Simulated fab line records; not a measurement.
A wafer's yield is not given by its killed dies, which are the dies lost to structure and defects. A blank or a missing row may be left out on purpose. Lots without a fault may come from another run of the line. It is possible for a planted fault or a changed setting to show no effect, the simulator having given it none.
Which tool was responsible? | flow sky130 | 12 lots with 36 wafers sampled at 4 steps, on a route of 708 steps

## WHAT THE GAUGES READ, wafer by wafer
SKY_LDD_N_TW_MEAS_17.
lot  | measured     | on           | LDD_N_TW
L302 | day 17 18:10 | filmMetro-04 | 2591 2595 2605
L304 | day 18 07:38 | filmMetro-03 | 2567 2572 2563
L303 | day 18 07:57 | filmMetro-03 | 2554 2566 2569
L306 | day 19 10:18 | filmMetro-01 | 2610 2608 2583
L311 | day 21 02:38 | filmMetro-04 | 2595 2586 2602
L313 | day 21 18:02 | filmMetro-03 | 2557 2548 2542
L320 | day 24 17:04 | filmMetro-01 | 2585 2575 2591
L321 | day 24 23:20 | filmMetro-04 | 2587 2585 2593
L322 | day 25 09:21 | filmMetro-01 | 2582 2605 2606
L324 | day 25 18:42 | filmMetro-03 | 2568 2563 2556
L323 | day 25 20:17 | filmMetro-03 | 2559 2558 2578
L325 | day 26 01:29 | filmMetro-01 | 2586 2587 2591

SKY_LDD_HVN_OVL_MEAS_07.
lot  | measured     | on         | LDD_HVN_OVL (nm)
L302 | day 20 06:49 | overlay-01 | 0.2 0.9 1.3
L304 | day 20 20:14 | overlay-02 | 0.7 -1.1 -1.9
L303 | day 20 20:20 | overlay-01 | 0.6 1.4 1.8
L306 | day 22 00:39 | overlay-02 | -0.7 -0.6 -1.6
L311 | day 23 14:37 | overlay-02 | -1.3 -1.1 -1.2
L313 | day 24 05:58 | overlay-02 | 1.2 1.7 2.7
L320 | day 27 03:44 | overlay-02 | -1.8 0.2 -1.3
L321 | day 27 09:56 | overlay-01 | 1.7 0.6 1.8
L322 | day 27 20:21 | overlay-01 | -0.9 -0.9 1.5
L324 | day 28 04:21 | overlay-02 | 0.6 0.3 0.4
L323 | day 28 05:11 | overlay-01 | -0.1 0.5 0.2
L325 | day 28 11:31 | overlay-01 | 0.8 1.3 0.0

SKY_LDD_HVN_TW_MEAS_10.
lot  | measured     | on           | LDD_HVN_TW
L302 | day 20 07:07 | filmMetro-02 | 1443 1448 1440
L304 | day 20 20:31 | filmMetro-01 | 1446 1456 1447
L303 | day 20 20:37 | filmMetro-03 | 1430 1432 1424
L306 | day 22 00:57 | filmMetro-01 | 1449 1446 1445
L311 | day 23 14:55 | filmMetro-03 | 1358 1352 1356
L313 | day 24 06:14 | filmMetro-03 | 1366 1362 1365
L320 | day 27 04:02 | filmMetro-02 | 1434 1434 1431
L321 | day 27 10:14 | filmMetro-03 | 1424 1424 1420
L322 | day 27 20:39 | filmMetro-02 | 1440 1437 1438
L324 | day 28 04:39 | filmMetro-02 | 1435 1437 1441
L323 | day 28 05:28 | filmMetro-03 | 1423 1420 1416
L325 | day 28 11:49 | filmMetro-01 | 1456 1444 1448

## EACH LOT AND THE TOOL THAT RAN IT (in order: tool; ch and the chambers of the sampled wafers; start)
lot  | SKY_LDD_HVN_IMPLANT_08
L302 | implanter-04 ch 0, day 20 06:52
L304 | implanter-04 ch 0, day 20 20:17
L303 | implanter-02 ch 0, day 20 20:25
L306 | implanter-02 ch 0, day 22 00:44
L311 | implanter-04 ch 0, day 23 14:40
L313 | implanter-04 ch 0, day 24 05:59
L320 | implanter-04 ch 0, day 27 03:47
L321 | implanter-04 ch 0, day 27 09:59
L322 | implanter-04 ch 0, day 27 20:26
L324 | implanter-04 ch 0, day 28 04:26
L323 | implanter-02 ch 0, day 28 05:14
L325 | implanter-01 ch 0, day 28 11:34
- SKY_LDD_HVN_IMPLANT_08

## AS READ BY THE TOOLS THEMSELVES (means over the sampled wafers that have a number; for cases with no such wafer, the mark the record gives instead)
SKY_LDD_HVN_IMPLANT_08.
lot  | tool         | beamOnS (s) | tiltDeg (degrees)
L302 | implanter-04 | 9.91        | 39.981
L304 | implanter-04 | 10.04       | 39.983
L303 | implanter-02 | 10.05       | 40.040
L306 | implanter-02 | 10.04       | 40.018
L311 | implanter-04 | 9.90        | 39.982
L313 | implanter-04 | 9.99        | 39.999
L320 | implanter-04 | 10.03       | 40.022
L321 | implanter-04 | 10.03       | 39.991
L322 | implanter-04 | 9.85        | 39.993
L324 | implanter-04 | 10.33       | 39.973
L323 | implanter-02 | 9.93        | 39.989
L325 | implanter-01 | 10.01       | 40.004

## THE ANSWER, worked out from the rows above alone
Rule: the lots themselves supply what counts as usual. Put in order of their means at a reading, lots are off if they are a third of the lots or fewer, leave a main group of 4 or more, and stand apart from it by a gap of 3 or more times the standard deviation of the main group's means; of several such gaps the widest counts. Not used: any main group whose means are identical at the precision the tables above print for the reading. Also off: a lot with no number at a reading for which 4 or more lots have one. The other lots that the step has rows for count as sound. The gauges are gone through in route order, then the tools' own readings, and for those a lot's mean is taken as printed above. The first step at which some lot is off is used, and at that step the reading that is off furthest; a lot without a number counts as furthest.
Off: at SKY_LDD_HVN_TW_MEAS_10 (LDD_HVN_TW), L311, L313. Mean 1437 and standard deviation 10 in the main group.
If a tool, at a process step before that reading, ran all the lots that are off and no sound lot after the first of them, it fits. The gauges at SKY_LDD_HVN_TW_MEAS_10 are tried like those tools. Of those tried, none fits.

## WHAT THE SIMULATOR HAD INSERTED
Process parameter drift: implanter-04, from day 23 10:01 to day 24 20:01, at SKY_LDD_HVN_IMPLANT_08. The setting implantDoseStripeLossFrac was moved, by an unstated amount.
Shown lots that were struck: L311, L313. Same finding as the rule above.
